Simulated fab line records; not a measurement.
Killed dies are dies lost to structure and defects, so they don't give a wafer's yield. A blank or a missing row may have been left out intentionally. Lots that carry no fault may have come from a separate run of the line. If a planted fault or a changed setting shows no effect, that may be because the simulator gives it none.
Matching of chambers | flow sky130 | SKY_CONTACT_ETCH_16 on rie diel-01 has 4 sister chambers
The step etches BARC in N2/H2, stops on SiO2, time 45.9 s, target depth 60 nm. 14 wafers are shown with their chamber, then 7 later ones without.

## WAFERS PAIRED WITH THEIR CHAMBERS
wafer  | chamber | drypump motor current A (A) | oes product au (a.u.) | rf fwd power W (W)
L629.1 | 3       | 5.1                         | 0.848                 | 496.0
L629.3 | 0       | 5.9                         | 0.849                 | 493.6
L629.6 | 3       | 5.1                         | 0.849                 | 494.4
L630.2 | 3       | 5.1                         | 0.856                 | 495.3
L630.5 | 0       | 5.9                         | 0.851                 | 493.0
L630.6 | 1       | 5.6                         | 0.857                 | 495.9
L633.3 | 1       | 5.6                         | 0.856                 | 491.3
L633.5 | 1       | 5.6                         | 0.853                 | 494.8
L633.6 | 3       | 5.1                         | 0.845                 | 494.4
L634.4 | 1       | 5.6                         | 0.854                 | 495.8
L634.5 | 0       | 6.0                         | 0.852                 | 494.9
L634.6 | 3       | 5.1                         | 0.846                 | 497.4
L636.1 | 0       | 5.9                         | 0.849                 | 495.6
L636.2 | 2       | 5.4                         | 0.859                 | 492.9

SIGNATURES, as means of the wafers listed above
reading                 | chamber 0 | chamber 1 | chamber 2 | chamber 3 | scatter within a chamber
drypump motor current A | 5.925     | 5.600     | 5.400     | 5.100     | 0.0274
oes product au          | 0.85025   | 0.85500   | 0.85900   | 0.84880   | 0.00303
rf fwd power W          | 494.275   | 494.450   | 492.900   | 495.500   | 1.57
Rule: distance of a wafer from a chamber = root of the sum over the readings of ((wafer's reading minus chamber's mean) / reading's scatter) squared. The wafer belongs to the nearest chamber; if the next one is less than 2 further off, it can't be placed. The scatter: the root of (the sum of the squares of (reading less its chamber's mean) over the shown wafers, divided by (wafers less chambers)).

## WAFERS MISSING THEIR CHAMBER
wafer  | drypump motor current A (A) | oes product au (a.u.) | rf fwd power W (W)
L636.3 | 5.1                         | 0.853                 | 494.2
L638.1 | 5.4                         | 0.856                 | 492.8
L638.2 | 5.6                         | 0.852                 | 495.3
L638.6 | 5.4                         | 0.854                 | 493.0
L643.3 | 5.6                         | 0.854                 | 495.3
L643.4 | 5.9                         | 0.856                 | 495.3
L643.6 | 5.9                         | 0.850                 | 495.7

## WHICH CHAMBER EACH WENT THROUGH
wafer  | from the rows above | in truth
L636.3 | 3                   | 3
L638.1 | 2                   | 2
L638.2 | 1                   | 1
L638.6 | 2                   | 2
L643.3 | 1                   | 1
L643.4 | 0                   | 0
L643.6 | 0                   | 0
Correctly placed: 7 of 7. Not placeable from these rows: 0. Wrongly placed: 0.
